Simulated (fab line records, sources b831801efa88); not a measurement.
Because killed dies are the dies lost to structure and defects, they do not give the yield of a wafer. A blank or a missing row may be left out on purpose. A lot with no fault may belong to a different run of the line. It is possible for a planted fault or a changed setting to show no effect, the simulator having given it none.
A struck lot beside a sound one	flow sky130	15 out of 708 route steps
Sound: wafers L508.1, L508.2, L508.5. Wafers L515.4, L515.5, L515.6 were the ones struck. At the end, the cause is stated.
Order at every step that has rows: each side's tool, ch and its chambers, its first start. Under that, the readings that differ: sound wafers	struck wafers	difference of the means	sigmas: that difference in standard deviations of wafers without a fault.
alike: same words and numbers on both sides, and readings whose means sit less than 2 such deviations apart. not compared: any withheld reading, any reading some wafer has no value for, any bound like >300 that may hide the same value, and any number with overlapping values for which the record gives no deviation.
The two part at a step that has a row with sigmas, a row that says differs or no value, or rows on one side only. Numbers that have no deviation but don't overlap get no sigmas and don't part them. Lack of a reading on every wafer of one side parts them only where that side has two or more wafers.

first, 3 steps without rows for these wafers: SKY_SD_P_EXPOSE_04 (exposes mask PSDM, target cd 380 nm); SKY_SD_P_PEB_05; SKY_SD_P_DEVELOP_06 (develop time 60 s).
SKY_SD_P_CD_MEAS_07: target cd 380 nm.
  sound on cd_sem-01, day 26 05:10; struck on cd_sem-02, day 28 10:07
reading	sound	struck	difference	sigmas
cd_nm (nm)	378.7 381.3 377.7	386.4 386.6 386.6	+7.3	+3
SKY_SD_P_OVL_MEAS_08:
  sound on overlay-01, day 26 05:17; struck on overlay-02, day 28 10:12
  alike: SD_P_OVL
then, 1 step without rows for these wafers: SKY_SD_P_IMPLANT_09.
SKY_SD_P_STRIP_10: strips in O2/N2.
  sound on plasma_asher-03 ch 0,1, day 26 05:28; struck on plasma_asher-02 ch 0,1, day 28 10:24
reading	sound	struck	difference	sigmas
strip_time_to_endpoint_s (s)	17.58 17.58 17.54	17.51 17.49 17.50	-0.07	-2
  alike: drypump_motor_current_A, oes_product_au
  not compared: rf_hours_counter_h
SKY_SD_P_TW_MEAS_11:
  sound on film_metro-02, day 26 05:34; struck on film_metro-02, day 28 10:30
  alike: SD_P_TW
then, 4 steps without rows for these wafers: SKY_RES_XHIGH_DEHYDRATE_00 (time 60 s); SKY_RES_XHIGH_HMDS_01 (prime time 60 s); SKY_RES_XHIGH_COAT_02 (resist thk 1140 nm); SKY_RES_XHIGH_SOFTBAKE_03 (time 60 s).
SKY_RES_XHIGH_EXPOSE_04: exposes mask URPM, target cd 1270 nm.
  sound on iline_stepper-02 ch 0, day 26 19:56; struck on iline_stepper-01 ch 0, day 28 23:45
reading	sound	struck	difference	sigmas
exposure_dose_mJ_cm2	140.14 140.41 140.22	122.39 122.35 122.38	-17.88	-99 or more
  alike: mask
then, 1 step without rows for these wafers: SKY_RES_XHIGH_PEB_05.
-- the record jumps here: 19 days lie between the struck wafers' starts before and after (it left off in module RES_XHIGH and takes up again in module PAD_OPEN, whose first step shown is number 708 of the route) --
SKY_PAD_OPEN_PROBE_99:
  sound on prober-01, day 46 05:33; struck on prober-02, day 47 21:03
  alike: killed_at_M0_to_M3, killed_at_M4_up, killed_at_contacts, killed_at_front_end, killed_at_other, killed_dies, killed_open, killed_short

== WHERE THEY PART ==
Earliest at SKY_SD_P_CD_MEAS_07; latest, in this record, at SKY_RES_XHIGH_EXPOSE_04. Later steps at which nothing parts them and some readings are alike: SKY_PAD_OPEN_PROBE_99.

WHY: the cause the simulator had injected
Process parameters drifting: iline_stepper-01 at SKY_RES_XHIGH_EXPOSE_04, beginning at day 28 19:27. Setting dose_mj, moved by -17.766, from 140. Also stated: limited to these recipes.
